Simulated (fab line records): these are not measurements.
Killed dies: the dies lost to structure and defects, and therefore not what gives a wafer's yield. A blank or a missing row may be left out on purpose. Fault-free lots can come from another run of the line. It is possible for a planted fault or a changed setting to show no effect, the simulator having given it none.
2 desks, one fault + flow sky130 + numbers are kept per desk, each desk with only its own; the story behind them comes last

DESK OF THE TOOL OWNER: wet-bench-01
The tool's own readings at SKY_FIELD_ISO_WET_ETCH_28 (etches SiO2 in dHF, target depth 23.7 nm, time 47 s): means of the sampled wafers that have a number, for each lot that ran on this tool. Any lot whose mean is over 4 standard deviations away from the usual mean is out of limits and marked OUT; that distance is given in the brackets.
Columns: A = temp-c at SKY_FIELD_ISO_WET_ETCH_28, usual 25.01 C
| lot  | first seen here | A     |
|------|-----------------|-------|
| L527 | day 2 08:17     | 25.05 |
| L529 | day 3 07:18     | 25.03 |
| L530 | day 3 10:20     | 24.92 |
| L531 | day 3 10:20     | 24.96 |
| L532 | day 3 16:19     | 24.84 |
| L533 | day 4 05:08     | 25.01 |
| L536 | day 4 11:49     | 24.98 |
| L550 | day 7 14:09     | 25.02 |
Result from this desk: across the 8 lots, nothing is out of limits.

AT THE METROLOGY DESK
Means of the sampled wafers that have a number, per lot and without regard to the tool the lot ran on: this is what the gauges read. Any lot whose mean is over 4 standard deviations away from the usual mean is out of limits and marked OUT; that distance is given in the brackets.
Columns: A = METAL5_ALCU_RS at SKY_METAL5_RS_MEAS_05, usual 0.02712 ohm/sq
| lot  | first seen here | A       |
|------|-----------------|---------|
| L527 | day 42 08:26    | 0.02653 |
| L528 | day 43 05:26    | 0.02751 |
| L529 | day 43 21:28    | 0.02712 |
| L531 | day 43 21:42    | 0.02722 |
| L530 | day 44 03:38    | 0.02695 |
| L532 | day 44 20:25    | 0.02703 |
| L533 | day 45 08:16    | 0.02745 |
| L535 | day 45 09:37    | 0.02725 |
| L536 | day 45 14:32    | 0.02725 |
| L545 | day 47 11:25    | 0.02725 |
| L547 | day 48 06:19    | 0.02676 |
| L549 | day 48 10:11    | 0.02733 |
| L550 | day 48 20:55    | 0.02730 |
Result from this desk: across the 13 lots, nothing is out of limits.

TAKEN TOGETHER
Nothing out of limits was seen by the tool owner's desk.
From the metrology desk's view, nothing was out of limits.

WHAT THE SIMULATOR HAD PUT IN
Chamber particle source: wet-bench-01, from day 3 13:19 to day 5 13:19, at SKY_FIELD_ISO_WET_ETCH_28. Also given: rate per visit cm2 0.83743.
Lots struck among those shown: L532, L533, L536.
